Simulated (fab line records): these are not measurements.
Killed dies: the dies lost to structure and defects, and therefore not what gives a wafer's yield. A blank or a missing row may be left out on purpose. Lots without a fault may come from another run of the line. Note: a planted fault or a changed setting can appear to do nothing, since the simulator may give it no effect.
fab line records	flow sky130
[record] lots = 13	wafers = 39	last-day = 49
route steps=708 shown CONTACT@411 METAL1@437 PAD_OPEN@708
lots that met no fault: from a run of the same line without faults
start-h: start of the lot's first displayed wafer, in hours after the record's first day	wait-h: hours from the lot's prior step to this one	" same as the row above	L1.1+2: one row covering several wafers at once	- no value, or no start was given	* or withheld: withheld	< > ~ a bound
route shown NAME@n: a module of which the file shows steps, and the number in the route of the first	usual: mean and standard deviation over wafers with no fault	same: alike in all rows	chamber/n: place in a boat	sites: readings site by site	_std_site: the values' standard deviation	_edge_site: mean of outer sites minus mean of inner sites	radius-mm: for every site, how far away it sits from the centre of the wafer	mask NAME#n: copy n	behind: tool/chamber where the wafer was last shaped	hold: cause of the lot's hold/its duration in hours/its outcome	device: names the non-switching transistor (n, p or np)	end of line: the route-end tests of the same wafers	a step with no rows: only its recipe	killed: dies lost to structure and defects at the first sort, not the wafer's yield	map: a wafer's dies, x killed, . not, _ none there
set.NAME: setting as actually run; set.NAME@STEP: the setting as run at that earlier step	model.NAME: the simulator's own value behind a step, which no gauge read
steps of the route over a sample of lots; a table a step, a row a wafer
services: the hour from which a tool's chamber was out of use, counted from the record's first day as start-h (under 0 if before that day), plus the number of hours and why
[[steps]]
[step SKY_CONTACT_BOW_MEAS_05]
[recipe] mode = bow
[usual] CONTACT_BOW = 82/6.4
lot.wafer	tool	chamber	start-h	wait-h	CONTACT_BOW[um]
L127.1	film-metro-04	-	708.03	0.1	83
L127.3	"	-	"	"	89
L127.4	"	-	"	"	91
L128.1	film-metro-01	-	716.75	0.2	95
L128.5	"	-	"	"	76
L128.6	"	-	"	"	88
L130.1	film-metro-04	-	738.16	0.1	81
L130.2	"	-	"	"	67
L130.3	"	-	"	"	77
L134.2	film-metro-02	-	763.23	0.2	79
L134.5	"	-	"	"	88
L134.6	"	-	"	"	89
L135.3	film-metro-01	-	773.42	0.2	90
L135.5	"	-	"	"	91
L135.6	"	-	"	"	86
L136.2	film-metro-04	-	779.98	0.1	80
L136.5	"	-	"	"	69
L136.6	"	-	"	"	85
L137.4	film-metro-04	-	786.74	0.3	69
L137.5	"	-	"	"	89
L137.6	"	-	"	"	78
L138.2	film-metro-04	-	792.45	0.1	87
L138.3	"	-	"	"	89
L138.6	"	-	"	"	70
L139.1	film-metro-04	-	797.80	0.1	86
L139.2	"	-	"	"	69
L139.3	"	-	"	"	88
L140.1	film-metro-01	-	841.54	0.2	83
L140.3	"	-	"	"	101
L140.6	"	-	"	"	87
L145.3	film-metro-02	-	846.57	0.3	82
L145.4	"	-	"	"	71
L145.5	"	-	"	"	83
L146.1	film-metro-01	-	851.10	0.2	72
L146.5	"	-	"	"	87
L146.6	"	-	"	"	81
L147.3	film-metro-01	-	857.11	0.1	82
L147.5	"	-	"	"	89
L147.6	"	-	"	"	87
[step SKY_CONTACT_SPUTTER_23]
[recipe] material = TiN	target-thk-nm = 20	chamber-pressure-pa = 5	power-w = 4000	time-s = 80
[usual] cathode-dc-power-W = 4000.0/0.76	chamber-pressure-pa = 5.000/0.01	throttle-valve-pct = 29.8/0.81
[same] time-s = 80
lot.wafer	tool	chamber	start-h	wait-h	cathode-dc-power-W	chamber-pressure-pa	throttle-valve-pct
L127.1	pvd-sputter-02	-	737.04	0.0	3998.5	5.008	30.7
L127.3	"	-	"	"	3998.8	4.998	30.2
L127.4	"	-	"	"	4000.8	5.013	30.8
L128.1	pvd-sputter-02	-	745.67	0.0	4000.4	5.009	30.7
L128.5	"	-	"	"	3999.2	5.021	30.9
L128.6	"	-	"	"	4000.3	4.984	30.6
L130.1	pvd-sputter-03	-	765.44	0.0	3999.7	4.992	29.7
L130.2	"	-	"	"	4000.3	5.012	28.7
L130.3	"	-	"	"	4000.1	5.013	29.1
L134.2	pvd-sputter-02	-	790.74	0.0	3999.2	5.005	29.2
L134.5	"	-	"	"	3999.3	5.021	29.2
L134.6	"	-	"	"	4001.9	5.024	30.6
L135.3	pvd-sputter-03	-	801.49	0.0	3999.9	5.005	28.9
L135.5	"	-	"	"	4000.0	5.008	28.8
L135.6	"	-	"	"	4000.8	5.001	28.9
L136.2	pvd-sputter-01	-	807.24	0.0	3999.5	5.008	28.8
L136.5	"	-	"	"	3999.9	4.980	28.6
L136.6	"	-	"	"	3999.7	5.001	28.8
L137.4	pvd-sputter-01	-	813.63	0.0	3999.8	5.014	28.6
L137.5	"	-	"	"	4000.1	4.988	28.8
L137.6	"	-	"	"	3999.9	5.008	30.6
L138.2	pvd-sputter-02	-	819.76	0.0	3999.7	4.992	30.9
L138.3	"	-	"	"	4000.2	4.988	30.2
L138.6	"	-	"	"	4000.7	4.985	30.3
L139.1	pvd-sputter-02	-	825.40	0.0	4000.1	5.005	29.2
L139.2	"	-	"	"	3999.7	5.006	30.7
L139.3	"	-	"	"	4000.3	4.994	30.7
L140.1	pvd-sputter-02	-	869.03	0.0	3999.4	4.992	30.5
L140.3	"	-	"	"	4001.1	4.995	29.2
L140.6	"	-	"	"	4001.1	4.993	29.4
L145.3	pvd-sputter-01	-	872.97	0.0	4001.0	5.000	30.3
L145.4	"	-	"	"	4000.0	5.018	28.8
L145.5	"	-	"	"	4000.0	5.009	28.8
L146.1	pvd-sputter-03	-	877.88	0.0	4000.4	4.999	29.7
L146.5	"	-	"	"	4000.4	5.005	29.9
L146.6	"	-	"	"	3999.2	5.000	28.8
L147.3	pvd-sputter-02	-	883.61	0.0	3998.9	5.000	30.9
L147.5	"	-	"	"	4000.4	4.985	30.9
L147.6	"	-	"	"	4000.8	5.017	29.0
[step SKY_CONTACT_THK_MEAS_26]
[recipe] thk-meas-gauge = xrf	reads = W_of_CONTACT_CVD_24
[usual] CONTACT_W_THK = 350/5.2
lot.wafer	tool	chamber	start-h	wait-h	CONTACT_W_THK[nm]
L127.1	film-metro-01	-	737.34	0.1	350
L127.3	"	-	"	"	348
L127.4	"	-	"	"	345
L128.1	film-metro-01	-	745.96	0.1	351
L128.5	"	-	"	"	350
L128.6	"	-	"	"	351
L130.1	film-metro-04	-	765.73	0.1	352
L130.2	"	-	"	"	352
L130.3	"	-	"	"	352
L134.2	film-metro-02	-	791.04	0.1	347
L134.5	"	-	"	"	347
L134.6	"	-	"	"	355
L135.3	film-metro-02	-	801.80	0.1	341
L135.5	"	-	"	"	345
L135.6	"	-	"	"	342
L136.2	film-metro-04	-	807.55	0.1	358
L136.5	"	-	"	"	350
L136.6	"	-	"	"	360
L137.4	film-metro-02	-	813.95	0.1	342
L137.5	"	-	"	"	349
L137.6	"	-	"	"	345
L138.2	film-metro-04	-	820.06	0.1	349
L138.3	"	-	"	"	346
L138.6	"	-	"	"	355
L139.1	film-metro-04	-	825.69	0.1	345
L139.2	"	-	"	"	346
L139.3	"	-	"	"	349
L140.1	film-metro-01	-	869.32	0.1	357
L140.3	"	-	"	"	358
L140.6	"	-	"	"	351
L145.3	film-metro-02	-	873.29	0.1	358
L145.4	"	-	"	"	352
L145.5	"	-	"	"	349
L146.1	film-metro-04	-	878.17	0.1	346
L146.5	"	-	"	"	356
L146.6	"	-	"	"	349
L147.3	film-metro-02	-	883.93	0.1	351
L147.5	"	-	"	"	353
L147.6	"	-	"	"	360
[step SKY_METAL1_SPUTTER_03]
[recipe] material = Ti	target-thk-nm = 5	power-w = 3000	time-s = 3.3	chamber-pressure-pa = 0.4
[usual] cathode-dc-power-W = 3000.0/0.58	chamber-pressure-pa = 0.4000/0.00084	throttle-valve-pct = 29.6/0.69	time-s = 3.3/0
lot.wafer	tool	chamber	start-h	wait-h	cathode-dc-power-W	chamber-pressure-pa	throttle-valve-pct	time-s
L127.1	pvd-sputter-03	-	744.70	6.9	3000.2	0.3997	28.8	3.3
L127.3	"	-	"	"	2999.5	0.4004	29.7	3.3
L127.4	"	-	"	"	3000.3	0.4023	28.6	3.3
L128.1	pvd-sputter-04	-	746.40	0.0	3000.6	0.4006	29.2	3.3
L128.5	"	-	"	"	3000.5	0.4000	29.8	3.3
L128.6	"	-	"	"	2999.5	0.4001	29.1	3.3
L130.1	pvd-sputter-03	-	766.16	0.0	2999.6	0.4000	29.0	3.3
L130.2	"	-	"	"	3000.9	0.4007	28.8	3.3
L130.3	"	-	"	"	2999.1	0.4007	29.7	3.3
L134.2	pvd-sputter-04	-	791.46	0.0	2999.9	0.3988	28.8	3.3
L134.5	"	-	"	"	3000.3	0.4009	28.9	3.3
L134.6	"	-	"	"	3001.2	0.3999	30.1	3.3
L135.3	pvd-sputter-04	-	802.21	0.0	3000.8	0.4009	30.1	3.3
L135.5	"	-	"	"	2999.1	0.3989	28.8	3.3
L135.6	"	-	"	"	3000.3	0.4012	29.4	3.3
L136.2	pvd-sputter-04	-	808.02	0.0	2999.9	0.3993	29.1	3.3
L136.5	"	-	"	"	3000.7	0.3990	29.1	3.3
L136.6	"	-	"	"	3000.3	0.3996	28.7	3.3
L137.4	pvd-sputter-04	-	814.43	0.0	2998.7	0.3993	29.3	3.3
L137.5	"	-	"	"	3000.5	0.4007	29.0	3.3
L137.6	"	-	"	"	3000.1	0.3994	29.2	3.3
L138.2	pvd-sputter-04	-	820.49	0.0	2999.4	0.3990	29.1	3.3
L138.3	"	-	"	"	3000.1	0.4013	29.1	3.3
L138.6	"	-	"	"	3000.6	0.4000	29.9	3.3
L139.1	pvd-sputter-04	-	826.13	0.0	3000.2	0.3996	29.0	3.3
L139.2	"	-	"	"	2999.6	0.4001	29.3	3.3
L139.3	"	-	"	"	3000.2	0.3998	29.2	3.3
L140.1	pvd-sputter-04	-	869.76	0.0	3000.7	0.3986	30.4	3.3
L140.3	"	-	"	"	2999.7	0.3996	29.3	3.3
L140.6	"	-	"	"	3000.1	0.4005	29.5	3.3
L145.3	pvd-sputter-03	-	873.70	0.0	2998.7	0.3995	29.6	3.3
L145.4	"	-	"	"	2999.5	0.3998	29.2	3.3
L145.5	"	-	"	"	3001.1	0.4001	29.2	3.3
L146.1	pvd-sputter-02	-	878.60	0.0	-	-	-	-
L146.5	"	-	"	"	-	-	-	-
L146.6	"	-	"	"	-	-	-	-
L147.3	pvd-sputter-04	-	884.34	0.0	-	-	-	-
L147.5	"	-	"	"	-	-	-	-
L147.6	"	-	"	"	-	-	-	-
[step SKY_PAD_OPEN_PROBE_99]
[usual] defect-limited-yield = 82.4/1.9	killed_at_M0_to_M3 = 44/6.5	killed_at_M4_up = 2.9/1.7	killed-at-contacts = 24/5.7	killed-at-front-end = 16/4.4	killed-at-other = 0.2/0.48	killed-dies = 87/9.6	killed-open = 48/6.7	killed-short = 38/6.2
[same] gross-dies = 492	killed-at-back-side = 0
lot.wafer	tool	chamber	start-h	wait-h	defect-limited-yield[%]	killed_at_M0_to_M3	killed_at_M4_up	killed-at-contacts	killed-at-front-end	killed-at-other	killed-dies	killed-open	killed-short
L127.1	prober-02	-	1084.56	0.1	82.1	51	5	18	14	0	88	57	31
L127.3	prober-02	-	1084.66	0.2	81.9	50	4	20	15	0	89	54	35
L127.4	prober-02	-	1084.71	0.2	82.3	48	1	21	17	0	87	56	29
L128.1	prober-01	-	1085.79	0.1	82.3	47	2	22	16	0	87	45	42
L128.5	prober-01	-	1085.99	0.2	84.8	34	3	15	22	1	75	37	38
L128.6	prober-01	-	1086.04	0.2	80.9	55	2	19	18	0	94	50	44
L130.1	prober-02	-	1100.56	0.1	78.7	48	4	26	25	2	105	50	54
L130.2	prober-02	-	1100.61	0.1	79.7	39	4	29	28	0	100	52	47
L130.3	prober-02	-	1100.66	0.2	80.9	54	5	17	18	0	94	57	37
L134.2	prober-02	-	1121.78	0.1	82.7	47	3	24	11	0	85	54	31
L134.5	prober-02	-	1121.93	0.2	83.3	46	2	21	13	0	82	41	41
L134.6	prober-02	-	1121.98	0.2	82.7	39	1	23	21	1	85	47	38
L135.3	prober-01	-	1126.83	0.2	82.3	50	1	19	17	0	87	51	36
L135.5	prober-01	-	1126.93	0.2	77.6	58	6	28	18	0	110	53	57
L135.6	prober-01	-	1126.98	0.2	83.7	42	1	27	10	0	80	46	34
L136.2	prober-01	-	1132.44	0.1	83.5	40	0	27	14	0	81	50	31
L136.5	prober-01	-	1132.59	0.2	78.7	41	4	45	15	0	105	56	49
L136.6	prober-01	-	1132.64	0.2	80.1	53	4	25	16	0	98	53	45
L137.4	prober-02	-	1139.93	0.2	83.7	37	2	30	11	0	80	43	35
L137.5	prober-02	-	1139.98	0.2	85.0	34	3	20	17	0	74	40	33
L137.6	prober-02	-	1140.03	0.2	79.3	48	0	36	18	0	102	69	32
L138.2	prober-01	-	1142.40	0.1	83.5	53	2	19	7	0	81	45	36
L138.3	prober-01	-	1142.45	0.2	83.5	38	3	29	11	0	81	47	34
L138.6	prober-01	-	1142.60	0.2	85.0	39	2	25	8	0	74	36	38
L139.2	prober-02	-	1146.87	0.1	81.1	53	6	23	11	0	93	56	36
L139.3	prober-02	-	1146.92	0.2	82.5	41	3	31	11	0	86	45	40
L140.1	prober-02	-	1177.66	0.1	81.3	46	2	17	26	1	92	57	33
L140.3	prober-02	-	1177.76	0.2	82.3	41	5	21	20	0	87	47	39
L140.6	prober-02	-	1177.91	0.2	80.1	54	3	20	21	0	98	49	49
L145.3	prober-02	-	1182.19	0.2	85.0	38	0	21	14	1	74	42	32
L145.4	prober-02	-	1182.24	0.2	82.9	33	2	30	18	1	84	49	35
L145.5	prober-02	-	1182.29	0.2	83.1	44	2	26	11	0	83	48	35
L146.1	prober-01	-	1182.29	0.1	83.1	48	2	26	7	0	83	50	33
L146.5	prober-01	-	1182.49	0.2	82.7	53	3	17	10	2	85	51	32
L146.6	prober-01	-	1182.54	0.2	82.5	45	3	23	15	0	86	45	41
L147.3	prober-01	-	1185.58	0.2	81.3	47	2	25	18	0	92	38	53
L147.5	prober-01	-	1185.68	0.2	83.1	36	8	19	19	1	83	41	41
L147.6	prober-01	-	1185.73	0.2	83.7	39	1	26	14	0	80	55	25
// killed by level:class
L127.1 VIA1:geometric-particle:open=13 VIA2:geometric-particle:open=12 VIA3:geometric-particle:open=8 LI_CONTACT:geometric-particle:open=7 METAL2:geometric-particle:short=7 CONTACT:geometric-particle:open=6 POLY_GATE:geometric-particle:short=4 VIA1:geometric-particle:short=4
L127.3 VIA1:geometric-particle:open=12 CONTACT:geometric-particle:open=8 VIA3:geometric-particle:open=8 METAL2:geometric-particle:short=7 VIA2:geometric-particle:open=6 LI_CONTACT:geometric-particle:open=5 METAL1:geometric-particle:short=5 FIELD_ISO:geometric-particle:short=4
L127.4 VIA1:geometric-particle:open=16 CONTACT:geometric-particle:open=8 VIA3:geometric-particle:open=8 FIELD_ISO:geometric-particle:short=6 LI_CONTACT:geometric-particle:open=6 VIA2:geometric-particle:open=6 VIA1:geometric-particle:short=5 POLY_GATE:geometric-particle:open=4
L128.1 VIA2:geometric-particle:open=11 VIA1:geometric-particle:open=9 CONTACT:geometric-particle:short=7 LI_CONTACT:geometric-particle:open=6 CONTACT:geometric-particle:open=5 METAL1:geometric-particle:short=5 FIELD_ISO:geometric-particle:short=4 LOCAL_INTERCONNECT:geometric-particle:short=4
L128.5 FIELD_ISO:geometric-particle:short=11 CONTACT:geometric-particle:open=7 VIA1:geometric-particle:open=6 FIELD_ISO:geometric-particle:open=5 VIA2:geometric-particle:open=5 METAL1:geometric-particle:short=5 LI_CONTACT:geometric-particle:open=4 VIA1:geometric-particle:short=3
L128.6 VIA1:geometric-particle:open=11 METAL2:geometric-particle:short=10 VIA3:geometric-particle:open=8 VIA2:geometric-particle:open=7 CONTACT:geometric-particle:open=6 FIELD_ISO:geometric-particle:open=5 POLY_GATE:geometric-particle:short=5 VIA1:geometric-particle:short=5
L130.1 CONTACT:geometric-particle:open=11 VIA1:geometric-particle:open=11 VIA3:geometric-particle:short=7 METAL2:geometric-particle:short=7 FIELD_ISO:geometric-particle:short=6 POLY_GATE:geometric-particle:short=6 LI_CONTACT:geometric-particle:open=6 LOCAL_INTERCONNECT:geometric-particle:short=6
L130.2 LOCAL_INTERCONNECT:geometric-particle:short=10 POLY_GATE:geometric-particle:open=8 LI_CONTACT:geometric-particle:open=8 VIA1:geometric-particle:open=7 VIA2:geometric-particle:open=7 FIELD_ISO:geometric-particle:short=6 VIA3:geometric-particle:open=6 CONTACT:geometric-particle:short=5
L130.3 VIA1:geometric-particle:open=10 CONTACT:geometric-particle:open=9 METAL1:geometric-particle:short=9 POLY_GATE:geometric-particle:open=7 VIA2:geometric-particle:open=7 FIELD_ISO:geometric-particle:open=6 METAL2:geometric-particle:short=5 LOCAL_INTERCONNECT:geometric-particle:short=4
L134.2 VIA1:geometric-particle:open=15 CONTACT:geometric-particle:open=12 VIA2:geometric-particle:open=7 METAL2:geometric-particle:short=7 METAL2:geometric-particle:open=5 POLY_GATE:geometric-particle:open=4 LOCAL_INTERCONNECT:geometric-particle:short=4 FIELD_ISO:geometric-particle:open=3
L134.5 CONTACT:geometric-particle:open=10 METAL2:geometric-particle:short=10 METAL1:geometric-particle:short=7 VIA1:geometric-particle:open=6 VIA2:geometric-particle:open=6 VIA2:geometric-particle:short=5 POLY_GATE:geometric-particle:open=4 LI_CONTACT:geometric-particle:open=4
L134.6 VIA1:geometric-particle:open=9 CONTACT:geometric-particle:open=8 POLY_GATE:geometric-particle:open=7 METAL2:geometric-particle:short=7 LI_CONTACT:geometric-particle:open=6 VIA1:geometric-particle:short=6 FIELD_ISO:geometric-particle:open=5 VIA2:geometric-particle:open=4
L135.3 VIA1:geometric-particle:open=14 METAL3:geometric-particle:short=9 LI_CONTACT:geometric-particle:open=7 FIELD_ISO:geometric-particle:open=6 VIA3:geometric-particle:open=6 FIELD_ISO:geometric-particle:short=5 VIA1:geometric-particle:short=5 VIA2:geometric-particle:open=5
L135.5 VIA2:geometric-particle:open=12 VIA1:geometric-particle:open=12 CONTACT:geometric-particle:short=8 LI_CONTACT:geometric-particle:short=8 METAL2:geometric-particle:short=7 VIA3:geometric-particle:open=6 FIELD_ISO:geometric-particle:open=5 FIELD_ISO:geometric-particle:short=5
L135.6 VIA1:geometric-particle:open=12 LI_CONTACT:geometric-particle:open=9 CONTACT:geometric-particle:open=9 VIA2:geometric-particle:open=7 LOCAL_INTERCONNECT:geometric-particle:short=6 VIA2:geometric-particle:short=5 VIA3:geometric-particle:short=4 METAL2:geometric-particle:short=4
L136.2 CONTACT:geometric-particle:open=12 VIA1:geometric-particle:open=10 VIA1:geometric-particle:short=7 POLY_GATE:geometric-particle:open=6 LOCAL_INTERCONNECT:geometric-particle:short=5 SPACER:geometric-particle:open=4 METAL2:geometric-particle:short=4 VIA3:geometric-particle:open=4
L136.5 CONTACT:geometric-particle:open=14 LI_CONTACT:geometric-particle:open=13 VIA1:geometric-particle:open=9 LI_CONTACT:geometric-particle:short=8 CONTACT:geometric-particle:short=8 METAL2:geometric-particle:short=7 VIA2:geometric-particle:open=7 VIA1:geometric-particle:short=6
L136.6 VIA3:geometric-particle:open=11 VIA1:geometric-particle:open=9 CONTACT:geometric-particle:open=7 VIA2:geometric-particle:open=7 LI_CONTACT:geometric-particle:open=6 LOCAL_INTERCONNECT:geometric-particle:short=6 METAL1:geometric-particle:short=6 FIELD_ISO:geometric-particle:short=5
L137.4 VIA1:geometric-particle:open=10 CONTACT:geometric-particle:short=9 LI_CONTACT:geometric-particle:open=9 CONTACT:geometric-particle:open=6 VIA3:geometric-particle:open=6 VIA1:geometric-particle:short=5 METAL2:geometric-particle:short=5 POLY_GATE:geometric-particle:open=4
L137.5 CONTACT:geometric-particle:open=12 VIA1:geometric-particle:open=9 VIA3:geometric-particle:open=5 FIELD_ISO:geometric-particle:short=4 VIA3:geometric-particle:short=4 LI_CONTACT:geometric-particle:open=4 CONTACT:geometric-particle:short=4 METAL2:geometric-particle:short=4
L137.6 VIA3:geometric-particle:open=15 CONTACT:geometric-particle:open=12 VIA1:geometric-particle:open=12 LI_CONTACT:geometric-particle:open=9 CONTACT:geometric-particle:short=8 FIELD_ISO:geometric-particle:open=6 VIA1:geometric-particle:short=5 VIA2:geometric-particle:open=5
L138.2 CONTACT:geometric-particle:open=13 METAL1:geometric-particle:short=9 VIA3:geometric-particle:open=8 VIA1:geometric-particle:open=8 VIA1:geometric-particle:short=6 VIA2:geometric-particle:open=6 VIA2:geometric-particle:short=5 METAL3:geometric-particle:short=4
L138.3 LI_CONTACT:geometric-particle:open=11 CONTACT:geometric-particle:open=8 METAL1:geometric-particle:short=7 VIA1:geometric-particle:open=7 LOCAL_INTERCONNECT:geometric-particle:short=6 VIA2:geometric-particle:open=6 VIA2:geometric-particle:short=5 FIELD_ISO:geometric-particle:open=3
L138.6 LI_CONTACT:geometric-particle:open=7 VIA2:geometric-particle:open=6 LI_CONTACT:geometric-particle:short=5 CONTACT:geometric-particle:open=5 METAL1:geometric-particle:short=5 METAL2:geometric-particle:short=5 VIA3:geometric-particle:open=5 POLY_GATE:geometric-particle:open=4
L139.2 VIA1:geometric-particle:open=12 VIA2:geometric-particle:open=12 CONTACT:geometric-particle:open=10 LOCAL_INTERCONNECT:geometric-particle:short=5 METAL1:geometric-particle:short=5 METAL2:geometric-particle:short=5 VIA3:geometric-particle:open=5 LI_CONTACT:geometric-particle:open=4
L139.3 CONTACT:geometric-particle:open=13 VIA2:geometric-particle:open=8 METAL2:geometric-particle:short=8 LI_CONTACT:geometric-particle:open=7 CONTACT:geometric-particle:short=6 POLY_GATE:geometric-particle:short=5 METAL1:geometric-particle:short=5 METAL2:geometric-particle:open=4
L140.1 VIA1:geometric-particle:open=19 FIELD_ISO:geometric-particle:open=8 VIA3:geometric-particle:open=7 LOCAL_INTERCONNECT:geometric-particle:short=6 CONTACT:geometric-particle:open=6 VIA2:geometric-particle:open=6 VIA1:geometric-particle:short=5 FIELD_ISO:geometric-particle:short=4
L140.3 VIA1:geometric-particle:open=12 CONTACT:geometric-particle:open=10 VIA2:geometric-particle:open=6 FIELD_ISO:geometric-particle:short=5 VIA3:geometric-particle:open=5 FIELD_ISO:geometric-particle:open=4 POLY_GATE:geometric-particle:short=4 METAL4:geometric-particle:short=4
L140.6 CONTACT:geometric-particle:open=14 METAL2:geometric-particle:short=10 VIA2:geometric-particle:short=7 VIA1:geometric-particle:open=6 VIA3:geometric-particle:open=6 VIA2:geometric-particle:open=6 POLY_GATE:geometric-particle:short=5 FIELD_ISO:geometric-particle:open=4
L145.3 CONTACT:geometric-particle:open=8 LI_CONTACT:geometric-particle:open=6 VIA1:geometric-particle:open=6 VIA2:geometric-particle:open=5 FIELD_ISO:geometric-particle:short=4 POLY_GATE:geometric-particle:open=4 CONTACT:geometric-particle:short=4 METAL1:geometric-particle:short=4
L145.4 CONTACT:geometric-particle:open=13 METAL2:geometric-particle:short=9 VIA3:geometric-particle:open=9 POLY_GATE:geometric-particle:open=7 LI_CONTACT:geometric-particle:open=7 LI_CONTACT:geometric-particle:short=5 POLY_GATE:geometric-particle:short=4 LOCAL_INTERCONNECT:geometric-particle:short=4
L146.1 VIA2:geometric-particle:open=14 CONTACT:geometric-particle:open=10 VIA1:geometric-particle:open=10 LI_CONTACT:geometric-particle:open=7 METAL1:geometric-particle:short=6 METAL3:geometric-particle:short=4 LOCAL_INTERCONNECT:geometric-particle:short=4 VIA1:geometric-particle:short=4
L145.5 LI_CONTACT:geometric-particle:open=10 VIA1:geometric-particle:open=10 CONTACT:geometric-particle:open=9 VIA3:geometric-particle:open=8 METAL3:geometric-particle:short=6 METAL1:geometric-particle:short=6 FIELD_ISO:geometric-particle:short=4 VIA2:geometric-particle:open=4
L146.5 VIA3:geometric-particle:open=13 VIA1:geometric-particle:open=11 VIA2:geometric-particle:open=8 CONTACT:geometric-particle:open=7 METAL2:geometric-particle:short=6 LI_CONTACT:geometric-particle:open=4 METAL1:geometric-particle:short=4 VIA3:geometric-particle:short=4
L146.6 METAL2:geometric-particle:short=11 LI_CONTACT:geometric-particle:open=7 CONTACT:geometric-particle:open=7 VIA1:geometric-particle:open=7 VIA3:geometric-particle:open=7 FIELD_ISO:geometric-particle:short=5 LOCAL_INTERCONNECT:geometric-particle:short=5 FIELD_ISO:geometric-particle:open=4
L147.3 VIA2:geometric-particle:open=10 VIA1:geometric-particle:open=8 VIA1:geometric-particle:short=7 CONTACT:geometric-particle:short=6 METAL2:geometric-particle:short=6 POLY_GATE:geometric-particle:short=5 LOCAL_INTERCONNECT:geometric-particle:short=5 LI_CONTACT:geometric-particle:open=5
L147.5 CONTACT:geometric-particle:open=8 VIA1:geometric-particle:open=8 VIA2:geometric-particle:short=7 METAL4:geometric-particle:short=7 FIELD_ISO:geometric-particle:short=6 FIELD_ISO:geometric-particle:open=5 POLY_GATE:geometric-particle:open=5 METAL2:geometric-particle:short=4
L147.6 CONTACT:geometric-particle:open=12 VIA1:geometric-particle:open=12 VIA2:geometric-particle:open=11 LOCAL_INTERCONNECT:geometric-particle:short=5 LI_CONTACT:geometric-particle:open=4 CONTACT:geometric-particle:short=4 FIELD_ISO:geometric-particle:open=3 FIELD_ISO:geometric-particle:short=3
[[services]]
tool	chamber	start-h	hours	kind
pvd-sputter-01	-	718.03	0.7	repair
pvd-sputter-01	-	721.14	5.0	repair
pvd-sputter-03	-	818.83	13.6	repair
pvd-sputter-03	-	843.01	26.9	repair
pvd-sputter-03	-	857.44	0.9	repair
pvd-sputter-02	-	866.69	0.6	repair
[[key]]
[first-sign] step = SKY_METAL1_SPUTTER_03	reading = tool-record	direction = missing
effect none on later readings
met-at SKY_METAL1_SPUTTER_03
struck-lots L146,L147
not-acting-at SKY_CONTACT_BOW_MEAS_05,SKY_CONTACT_SPUTTER_23,SKY_CONTACT_THK_MEAS_26
onset-between 869.76 878.60
[fault] kind = skipped-step-whole	tool = pvd-sputter-02,pvd-sputter-04	chamber = -	onset-h = 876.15	steps = SKY_METAL1_SPUTTER_03	scope = struck-lots-only
